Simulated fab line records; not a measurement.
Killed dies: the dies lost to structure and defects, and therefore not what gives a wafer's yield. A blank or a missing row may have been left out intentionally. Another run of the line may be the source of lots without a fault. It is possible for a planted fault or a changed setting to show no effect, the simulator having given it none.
Which tool did it?	flow sky130	24 lots, 72 wafers sampled, at 5 steps of a route of 708

== WHAT THE GAUGES SHOWED, per wafer ==
SKY_LOCAL_INTERCONNECT_CD_MEAS_11: the cd target is 170 nm.
lot	measured	on	cd-nm (nm)
L075	day 30 03:40	cd-sem-01	172.7 172.1 173.1
L074	day 30 04:19	cd-sem-01	169.6 170.0 169.0
L076	day 31 23:22	cd-sem-02	169.3 168.5 170.5
L077	day 31 23:43	cd-sem-02	170.0 170.2 169.4
L078	day 35 07:22	cd-sem-01	169.8 169.5 169.0
L079	day 35 08:12	cd-sem-01	171.2 170.9 169.0
L080	day 35 09:40	cd-sem-02	173.4 170.1 170.7
L083	day 35 10:38	cd-sem-01	171.1 172.0 171.1
L085	day 35 11:02	cd-sem-02	172.4 172.9 173.6
L081	day 35 11:51	cd-sem-02	171.1 169.7 171.1
L084	day 35 12:14	cd-sem-01	171.7 170.7 169.9
L082	day 35 13:28	cd-sem-02	170.9 171.1 170.6
L086	day 35 16:05	cd-sem-01	165.5 165.8 167.3
L088	day 35 19:29	cd-sem-02	167.3 168.5 168.5
L087	day 35 20:10	cd-sem-01	172.0 170.4 169.4
L089	day 35 20:23	cd-sem-02	171.9 170.7 170.0
L090	day 35 21:06	cd-sem-01	171.4 169.9 172.1
L091	day 35 22:20	cd-sem-02	168.3 169.2 167.7
L092	day 35 23:39	cd-sem-01	170.0 168.4 168.9
L093	day 36 08:28	cd-sem-01	171.3 172.8 171.9
L094	day 36 10:41	cd-sem-01	172.1 171.8 171.4
L095	day 36 14:42	cd-sem-01	169.4 170.2 169.8
L096	day 36 21:56	cd-sem-02	170.6 170.2 170.4
L097	day 37 11:57	cd-sem-02	169.6 167.6 167.8

SKY_VIA1_RS_MEAS_22: a four-point-probe measurement.
lot	measured	on	VIA1_W_RS (ohm/sq)
L075	day 33 20:16	film-metro-03	0.423 0.431 0.434
L074	day 33 20:23	film-metro-04	0.424 0.421 0.420
L076	day 35 12:32	film-metro-03	0.431 0.425 0.431
L077	day 35 12:47	film-metro-02	0.422 0.426 0.424
L078	day 38 21:25	film-metro-04	0.428 0.416 0.422
L079	day 38 21:31	film-metro-03	0.416 0.418 0.424
L080	day 38 21:44	film-metro-03	0.424 0.425 0.427
L083	day 38 21:50	film-metro-04	0.430 0.431 0.425
L085	day 38 21:56	film-metro-03	0.420 0.424 0.426
L081	day 38 23:26	film-metro-03	0.417 0.417 0.422
L084	day 38 23:33	film-metro-02	0.426 0.430 0.420
L082	day 38 23:43	film-metro-02	0.430 0.422 0.427
L086	day 39 02:00	film-metro-04	0.429 0.426 0.430
L088	day 39 04:38	film-metro-04	0.421 0.421 0.424
L087	day 39 04:57	film-metro-02	0.422 0.421 0.415
L089	day 39 06:12	film-metro-03	0.426 0.427 0.431
L090	day 39 07:24	film-metro-04	0.423 0.428 0.428
L091	day 39 07:42	film-metro-03	0.428 0.426 0.432
L092	day 39 08:57	film-metro-03	0.418 0.423 0.419
L093	day 39 17:46	film-metro-04	0.421 0.424 0.426
L094	day 39 19:59	film-metro-04	0.424 0.417 0.422
L095	day 39 22:35	film-metro-03	0.420 0.420 0.421
L096	day 40 06:10	film-metro-02	0.426 0.423 0.424
L097	day 40 23:54	film-metro-04	0.425 0.422 0.424

SKY_METAL2_OVL_MEAS_16.
lot	measured	on	METAL2_OVL (nm)
L075	day 34 23:28	overlay-02	-5 -5 -11
L074	day 34 23:34	overlay-01	-1 -4 -10
L076	day 36 15:02	overlay-01	-2 -1 -5
L077	day 36 15:31	overlay-02	-9 -7 -7
L078	day 39 22:04	overlay-02	-6 0 -3
L079	day 39 22:44	overlay-01	-14 -8 -17
L080	day 39 23:14	overlay-02	-7 -9 -4
L083	day 39 23:19	overlay-01	0 -3 -2
L085	day 39 23:44	overlay-01	-2 -8 -11
L081	day 40 00:31	overlay-01	-15 -12 -11
L084	day 40 00:41	overlay-02	3 6 -5
L082	day 40 00:52	overlay-01	-6 -7 -4
L086	day 40 03:43	overlay-02	-1 -1 -7
L088	day 40 05:23	overlay-01	-15 -11 -15
L087	day 40 05:55	overlay-02	-8 -7 -2
L089	day 40 07:22	overlay-01	2 6 -4
L090	day 40 08:22	overlay-02	1 -4 3
L091	day 40 08:43	overlay-01	2 5 6
L092	day 40 09:32	overlay-02	-7 -10 0
L093	day 40 18:14	overlay-02	-5 0 0
L094	day 40 21:37	overlay-01	-4 -12 -9
L095	day 40 23:45	overlay-02	2 -3 -6
L096	day 41 07:38	overlay-02	-5 -6 -9
L097	day 41 23:43	overlay-01	1 3 6

== TOOL THAT RAN EACH LOT (tool first, then ch and the chambers of the sampled wafers, then the start) ==
lot	SKY_CONTACT_CMP_27	SKY_METAL2_SPUTTER_02
L075	cmp-02 ch 0,2,3, day 31 10:56	pvd-sputter-04, day 33 20:47
L074	cmp-01 ch 0,1,2, day 31 11:08	pvd-sputter-01, day 33 20:55
L076	cmp-02 ch 0,1,2, day 33 05:19	pvd-sputter-03, day 35 13:04
L077	cmp-01 ch 0,1,3, day 33 05:29	pvd-sputter-04, day 35 13:22
L078	cmp-02 ch 0,1,2, day 36 12:23	pvd-sputter-03, day 38 22:04
L079	cmp-01 ch 0,1,3, day 36 13:21	pvd-sputter-01, day 38 22:20
L080	cmp-02 ch 0,2,3, day 36 14:23	pvd-sputter-01, day 38 22:38
L083	cmp-02 ch 0,1, day 36 15:20	pvd-sputter-04, day 38 22:40
L085	cmp-01 ch 0,3, day 36 15:41	pvd-sputter-03, day 38 22:56
L081	cmp-02 ch 1,2,3, day 36 16:29	pvd-sputter-03, day 38 23:58
L084	cmp-01 ch 1,2,3, day 36 16:59	pvd-sputter-01, day 39 00:04
L082	cmp-01 ch 0,2,3, day 36 17:45	pvd-sputter-04, day 39 00:16
L086	cmp-01 ch 0,1,3, day 36 21:05	pvd-sputter-03, day 39 02:44
L088	cmp-01 ch 0,1,2, day 36 23:35	pvd-sputter-04, day 39 05:08
L087	cmp-01 ch 0,2,3, day 37 01:10	pvd-sputter-01, day 39 05:29
L089	cmp-02 ch 1,3, day 37 01:22	pvd-sputter-01, day 39 06:43
L090	cmp-02 ch 2,3, day 37 01:40	pvd-sputter-04, day 39 07:56
L091	cmp-01 ch 0,1,2, day 37 03:29	pvd-sputter-01, day 39 08:14
L092	cmp-02 ch 1,2,3, day 37 04:38	pvd-sputter-04, day 39 09:29
L093	cmp-02 ch 1,2,3, day 37 13:11	pvd-sputter-01, day 39 18:17
L094	cmp-02 ch 1,2, day 37 15:09	pvd-sputter-01, day 39 20:31
L095	cmp-02 ch 0,1,2, day 37 19:14	pvd-sputter-03, day 39 23:07
L096	cmp-02 ch 0,1,3, day 38 01:44	pvd-sputter-01, day 40 06:40
L097	cmp-02 ch 0,1,2, day 38 21:23	pvd-sputter-01, day 41 00:23
- SKY_CONTACT_CMP_27: polishes, stops on SiO2, t overpolish 15 s, target thk 0 nm.
- SKY_METAL2_SPUTTER_02: material AlCu, target thk 250 nm, time 13.3 s.

== WHAT THE TOOLS THEMSELVES READ (means of the sampled wafers that have a number; where no wafer has one, the mark that the record gives instead) ==
SKY_CONTACT_CMP_27.
lot	tool	head-pressure-psi (psi)	motor-current-A (A)	overpolish-run-s (s)	slurry-flow-ml-min	time-to-endpoint-s (s)
L075	cmp-02	3.499	10.7	14.996	150.1	84
L074	cmp-01	3.504	11.8	15.002	149.8	77
L076	cmp-02	3.499	10.2	15.005	149.8	79
L077	cmp-01	3.498	11.1	15.001	149.5	83
L078	cmp-02	3.494	10.2	15.002	150.5	75
L079	cmp-01	3.499	10.7	14.999	149.8	79
L080	cmp-02	3.501	11.0	15.010	150.2	81
L083	cmp-02	3.500	10.1	14.999	149.9	80
L085	cmp-01	3.500	11.8	14.996	150.1	80
L081	cmp-02	3.500	10.6	14.998	149.7	79
L084	cmp-01	3.501	11.1	15.001	149.7	83
L082	cmp-01	3.499	12.2	15.012	150.6	79
L086	cmp-01	3.504	10.6	15.000	150.2	85
L088	cmp-01	3.497	11.4	15.003	149.6	83
L087	cmp-01	3.497	11.7	14.995	150.1	80
L089	cmp-02	3.503	11.0	14.995	149.5	81
L090	cmp-02	3.494	11.2	14.995	149.4	79
L091	cmp-01	3.504	11.6	14.993	150.3	87
L092	cmp-02	3.495	10.8	15.002	150.2	84
L093	cmp-02	3.505	10.9	15.001	150.0	79
L094	cmp-02	3.502	10.6	15.004	150.5	77
L095	cmp-02	3.495	10.1	14.992	149.9	79
L096	cmp-02	3.503	10.6	15.003	150.2	84
L097	cmp-02	3.502	10.6	15.003	149.5	85

SKY_METAL2_SPUTTER_02.
lot	tool	throttle-valve-pct (%)
L075	pvd-sputter-04	29.9
L074	pvd-sputter-01	29.4
L076	pvd-sputter-03	30.9
L077	pvd-sputter-04	29.7
L078	pvd-sputter-03	31.6
L079	pvd-sputter-01	29.3
L080	pvd-sputter-01	29.2
L083	pvd-sputter-04	29.7
L085	pvd-sputter-03	31.5
L081	pvd-sputter-03	30.9
L084	pvd-sputter-01	29.3
L082	pvd-sputter-04	29.6
L086	pvd-sputter-03	31.6
L088	pvd-sputter-04	29.3
L087	pvd-sputter-01	29.3
L089	pvd-sputter-01	29.3
L090	pvd-sputter-04	30.5
L091	pvd-sputter-01	29.3
L092	pvd-sputter-04	30.2
L093	pvd-sputter-01	28.6
L094	pvd-sputter-01	29.3
L095	pvd-sputter-03	30.9
L096	pvd-sputter-01	30.0
L097	pvd-sputter-01	29.5

== THE ANSWER, worked out from the rows above alone ==
Rule: what is usual is taken from the lots themselves. The widest of any qualifying gaps counts: lots, ordered by their means at a reading, are off when they make up no more than a third of the lots, leave a main group of 4 or more, and stand apart from it by 3 or more times the standard deviation of that group's means. The tables above print the reading to a certain number of digits; a main group whose means all agree to those digits is not used. Also off: a lot with no number at a reading for which 4 or more lots have one. The other lots that the step has rows for count as sound. After the gauges, taken in route order, come the tools' own readings; for these a lot's mean is taken, as printed above. The first step at which some lot is off is used, and at that step the reading that is off furthest; a lot without a number counts as furthest.
No lot is off on any of the readings shown, so nothing can be concluded from this.

== WHAT WAS PUT IN BY THE SIMULATOR ==
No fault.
